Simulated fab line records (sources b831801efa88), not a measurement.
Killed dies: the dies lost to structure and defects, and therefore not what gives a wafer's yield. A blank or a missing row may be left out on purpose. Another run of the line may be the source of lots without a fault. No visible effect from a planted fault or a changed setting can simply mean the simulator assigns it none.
Matching of chambers + flow gf180mcu + cmp-01 running GF_V1_CMP_26: 4 sister chambers
The step polishes, stops on SiO2, t overpolish 15 s, target thk 0 nm. 14 wafers are shown with their chamber, then 7 later ones without.

EACH WAFER AND ITS CHAMBER
| wafer  | chamber | motor current A (A) | slurry filter dp kPa (kPa) | time to endpoint s (s) |
|--------|---------|---------------------|----------------------------|------------------------|
| L375.1 | 1       | 12.3                | 13.52                      | 83                     |
| L375.3 | 3       | 11.0                | 13.68                      | 88                     |
| L375.5 | 3       | 12.1                | 13.47                      | 90                     |
| L376.1 | 1       | 12.7                | 13.36                      | 78                     |
| L376.4 | 0       | 13.0                | 13.49                      | 83                     |
| L376.5 | 2       | 10.4                | 13.50                      | 82                     |
| L383.1 | 0       | 13.2                | 13.52                      | 84                     |
| L383.3 | 3       | 11.7                | 13.52                      | 91                     |
| L383.4 | 1       | 12.7                | 13.78                      | 79                     |
| L384.1 | 2       | 10.8                | 13.48                      | 70                     |
| L384.3 | 0       | 13.4                | 13.49                      | 70                     |
| L384.4 | 3       | 10.9                | 13.71                      | 73                     |
| L394.1 | 2       | 10.7                | 13.43                      | 87                     |
| L394.4 | 0       | 13.0                | 13.34                      | 89                     |

SIGNATURES (means of the wafers above)
| reading              | chamber 0 | chamber 1 | chamber 2 | chamber 3 | scatter within a chamber |
|----------------------|-----------|-----------|-----------|-----------|--------------------------|
| motor current A      | 13.150    | 12.567    | 10.633    | 11.425    | 0.359                    |
| slurry filter dp kPa | 13.4600   | 13.5533   | 13.4700   | 13.5950   | 0.124                    |
| time to endpoint s   | 81.50     | 80.00     | 79.67     | 85.50     | 7.59                     |
Rule: distance of a wafer from a chamber = root of the sum over the readings of ((wafer's reading minus chamber's mean) / reading's scatter) squared. If the next closest chamber is less than 2 further off than the closest, the wafer can't be placed; otherwise it belongs to the closest. The scatter: the root of (the sum of the squares of (reading less its chamber's mean) over the shown wafers, divided by (wafers less chambers)).

WAFERS WITHOUT THEIR CHAMBER
| wafer  | motor current A (A) | slurry filter dp kPa (kPa) | time to endpoint s (s) |
|--------|---------------------|----------------------------|------------------------|
| L394.5 | 10.4                | 13.63                      | 89                     |
| L395.2 | 11.2                | 13.50                      | 96                     |
| L395.3 | 12.8                | 13.43                      | 92                     |
| L395.6 | 13.6                | 13.42                      | 95                     |
| L396.1 | 10.8                | 13.48                      | 92                     |
| L396.5 | 12.8                | 13.50                      | 94                     |
| L396.6 | 12.7                | 13.50                      | 91                     |

CHAMBER TAKEN BY EACH
| wafer  | from the rows above     | in truth |
|--------|-------------------------|----------|
| L394.5 | can't be placed: 2 or 3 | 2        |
| L395.2 | can't be placed: 3 or 2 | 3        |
| L395.3 | can't be placed: 0 or 1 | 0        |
| L395.6 | can't be placed: 0 or 1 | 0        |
| L396.1 | can't be placed: 2 or 3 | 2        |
| L396.5 | can't be placed: 0 or 1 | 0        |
| L396.6 | can't be placed: 1 or 0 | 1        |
Correct placement for 0 of the 7. From these rows, 7 cannot be placed; in 7 the true chamber is one of the candidates. Wrongly placed: 0.
